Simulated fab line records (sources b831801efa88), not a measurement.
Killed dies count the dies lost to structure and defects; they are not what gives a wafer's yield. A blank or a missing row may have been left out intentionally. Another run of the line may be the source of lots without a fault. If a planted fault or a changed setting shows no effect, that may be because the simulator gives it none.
Matching of chambers -- flow gf180mcu -- 4 sister chambers for GF_V2_CMP_04 on cmp-02
The step polishes SiO2. 16 wafers are shown with their chamber, then 8 later ones without.

WAFERS, EACH WITH ITS CHAMBER
wafer,chamber,motorCurrentA (A),timeToEndpointS (s),slurryFlowMlMin
L810.2,1,11.8,76,150.6
L810.5,1,11.4,80,150.0
L810.6,2,11.3,76,149.5
L811.1,3,12.0,76,149.8
L811.2,2,10.9,73,149.8
L811.4,0,14.4,79,150.1
L813.2,0,14.8,73,150.5
L813.3,3,12.2,70,150.6
L813.6,2,11.5,75,150.3
L817.3,3,12.9,72,149.3
L817.4,0,14.6,77,150.3
L817.6,0,14.0,78,150.4
L827.1,3,12.7,71,150.1
L827.4,0,13.9,85,150.4
L827.5,1,11.3,81,149.5
L829.1,2,10.8,81,149.8

SIGNATURES (averages over the wafers above)
reading,chamber 0,chamber 1,chamber 2,chamber 3,scatter within a chamber
motorCurrentA,14.340,11.500,11.125,12.450,0.364
timeToEndpointS,78.40,79.00,76.25,72.25,3.47
slurryFlowMlMin,150.340,150.033,149.850,149.950,0.4
Rule: a wafer's distance from a chamber is the root of the sum, over the readings, of the square of ((its reading less the chamber's mean) divided by the reading's scatter). The wafer belongs to the nearest chamber; if the next one is less than 2 further off, it can't be placed. The scatter is the square root of a quotient: the sum, over the shown wafers, of each reading's squared deviation from its chamber's mean, divided by wafers minus chambers.

WAFERS WHOSE CHAMBER IS MISSING
wafer,motorCurrentA (A),timeToEndpointS (s),slurryFlowMlMin
L829.2,11.0,84,149.6
L829.3,12.0,81,150.5
L832.2,12.1,77,149.3
L832.3,12.2,83,149.7
L832.6,14.1,91,149.8
L833.2,14.1,82,150.0
L833.3,12.7,79,150.5
L833.6,11.1,86,150.0

EACH ONE'S CHAMBER
wafer,from the rows above,in truth
L829.2,can't be placed: 1 or 2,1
L829.3,can't be placed: 1 or 3 or 2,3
L832.2,can't be placed: 3 or 1 or 2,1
L832.3,can't be placed: 1 or 3 or 2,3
L832.6,0,0
L833.2,0,0
L833.3,can't be placed: 3 or 1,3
L833.6,can't be placed: 1 or 2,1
Placed correctly: 2 of 8. Unplaceable from these rows: 6, with the true chamber sitting among the candidates in 6. Number placed wrongly: 0.
